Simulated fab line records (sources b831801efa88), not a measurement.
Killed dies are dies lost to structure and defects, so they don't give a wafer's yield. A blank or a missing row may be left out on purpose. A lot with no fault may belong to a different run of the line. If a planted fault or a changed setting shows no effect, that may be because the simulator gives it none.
Split-lot experiment    flow sfqLine    23 wafers read from 5 lots, route of 325 steps

ON THE SPLIT
At SFQ_TRILAYER_I2_VIA_LITHO_COAT_067 (resist thk 650 nm), the setting resistThkNm was moved away from the recipe's 650 nm on 8 of the 23 wafers read, by -5.2% to +2.9%. For the rest of the wafers, this setting stayed at what the recipe calls for.

FROM THE SPLIT ON TO THE READING: in between, the file shows 1 step
- SFQ_TRILAYER_I2_VIA_BARC_OPEN_VIA_ETCH_096: etches BARC in O2, target depth 125 nm, time 41.7 s (also split here: timeS)

THE READING
KrF_of_TRILAYER_I2_VIA_LITHO_COAT_067.thkNm (the simulator's own value, which no gauge read), in nm, at SFQ_TRILAYER_I2_VIA_ETCH_VIA_ETCH_070 (etches SiO2 in CHF3, stops on Nb, target depth 260 nm). There is no usual value for it anywhere in the file. The 15 wafers here that ran the recipe average 528.5 nm, standard deviation 4 nm.

wafer   tool, chamber at the split  resistThkNm as run, nm  against the recipe  KrF_of_TRILAYER_I2_VIA_LITHO_COAT_067.thkNm, nm  against lot-mates on the recipe
L076.1  lithoTrack-03, 0            650                     recipe              521.7                                            -
L076.2  lithoTrack-03, 0            632.9                   -2.6%               511.9                                            -11.1
L076.3  lithoTrack-03, 0            650                     recipe              524.2                                            -
L076.5  lithoTrack-03, 0            632.9                   -2.6%               511.4                                            -11.6
L076.6  lithoTrack-03, 0            632.9                   -2.6%               512.8                                            -10.2
L077.1  lithoTrack-04, 0            650                     recipe              529.5                                            -
L077.3  lithoTrack-04, 0            668.7                   +2.9%               546.6                                            +17.0
L077.4  lithoTrack-04, 0            668.7                   +2.9%               548.3                                            +18.6
L077.5  lithoTrack-04, 0            668.7                   +2.9%               544.4                                            +14.8
L077.6  lithoTrack-04, 0            650                     recipe              529.8                                            -
L079.1  lithoTrack-03, 0            650                     recipe              528.8                                            -
L079.3  lithoTrack-03, 0            650                     recipe              531.9                                            -
L079.4  lithoTrack-03, 0            650                     recipe              536                                              -
L079.5  lithoTrack-03, 0            650                     recipe              535.4                                            -
L079.6  lithoTrack-03, 0            650                     recipe              529.8                                            -
L081.1  lithoTrack-02, 0            650                     recipe              523.9                                            -
L081.3  lithoTrack-02, 0            650                     recipe              527.1                                            -
L081.4  lithoTrack-02, 0            650                     recipe              529.5                                            -
L083.1  lithoTrack-03, 0            616.3                   -5.2%               488.1                                            -38.5
L083.2  lithoTrack-03, 0            616.3                   -5.2%               493.5                                            -33.1
L083.3  lithoTrack-03, 0            650                     recipe              523.5                                            -
L083.4  lithoTrack-03, 0            650                     recipe              527.7                                            -
L083.6  lithoTrack-03, 0            650                     recipe              528.7                                            -

THE FIT
A straight line over all 23 wafers: KrF_of_TRILAYER_I2_VIA_LITHO_COAT_067.thkNm changes by +6.78 nm for each +1% of resistThkNm; r = +0.97; the points scatter about the line by 3.7 nm.
The same after taking each lot's own level away (the mean of its wafers on the recipe; 23 wafers): +6.08 nm for each +1%; r = +0.97; scatter 3.2 nm.
Per that fit: largest resistThkNm move, reading shift of 32 nm.
The lots' own levels span 522.95 to 532.38 nm, that is 2.4 times the standard deviation above.
Thus the slope moves with the lot-to-lot level: the two fits are different.
Check: with one of the wafers moved furthest among these (-5.2%) left out of the fit, the line predicts -28.5 nm for it against its lot-mates. Against them it came out at -38.5 nm.

FURTHER SPLITS ON THESE WAFERS
Other splits were also applied to these wafers ahead of the reading. Each is held against what the fit with the lots' levels taken away leaves over:
other split on the same wafers                    wafers away from the commonest value  r with KrF_of_TRILAYER_I2_VIA_LITHO_COAT_067.thkNm (lot level and that fit taken away)
SFQ_TRILAYER_M1_LITHO_COAT_039 resistThkNm        7                                     +0.00
SFQ_TRILAYER_I1_CMP_CMP_046 leaveAboveRefNm       9                                     +0.18
SFQ_TRILAYER_I1_VIA_LITHO_COAT_049 resistThkNm    5                                     +0.18
SFQ_TRILAYER_I1_VIA_BARC_OPEN_VIA_ETCH_071 timeS  6                                     -0.01
SFQ_TRILAYER_M2_LITHO_COAT_062 resistThkNm        11                                    +0.24
SFQ_TRILAYER_M2_LITHO_COAT_057 resistThkNm        5                                     +0.17
SFQ_TRILAYER_I2_VIA_BARC_OPEN_VIA_ETCH_096 timeS  8                                     -0.26

THE WHOLE CHAIN: every reading that the file lists as answering this split, in the file's order
step                                        what it does                                           reading                                                                                       change (the file's fit)               r (the file's)
SFQ_TRILAYER_I2_VIA_LITHO_COAT_067          resist thk 650 nm                                      KrF_of_TRILAYER_I2_VIA_LITHO_COAT_067.thkNm (the simulator's own value, which no gauge read)  +6.43 nm for each +1% of the setting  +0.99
SFQ_TRILAYER_I2_VIA_BARC_OPEN_VIA_ETCH_096  etches BARC in O2, target depth 125 nm, time 41.7 s    KrF_of_TRILAYER_I2_VIA_LITHO_COAT_067.thkNm (the simulator's own value, which no gauge read)  +6.31 nm for each +1% of the setting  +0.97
SFQ_TRILAYER_I2_VIA_ETCH_VIA_ETCH_070       etches SiO2 in CHF3, stops on Nb, target depth 260 nm  KrF_of_TRILAYER_I2_VIA_LITHO_COAT_067.thkNm (the simulator's own value, which no gauge read)  +6.25 nm for each +1% of the setting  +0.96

FILE'S OWN FIT
KrF_of_TRILAYER_I2_VIA_LITHO_COAT_067.thkNm changes by +6.25 nm for each +1% of resistThkNm, r = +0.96.
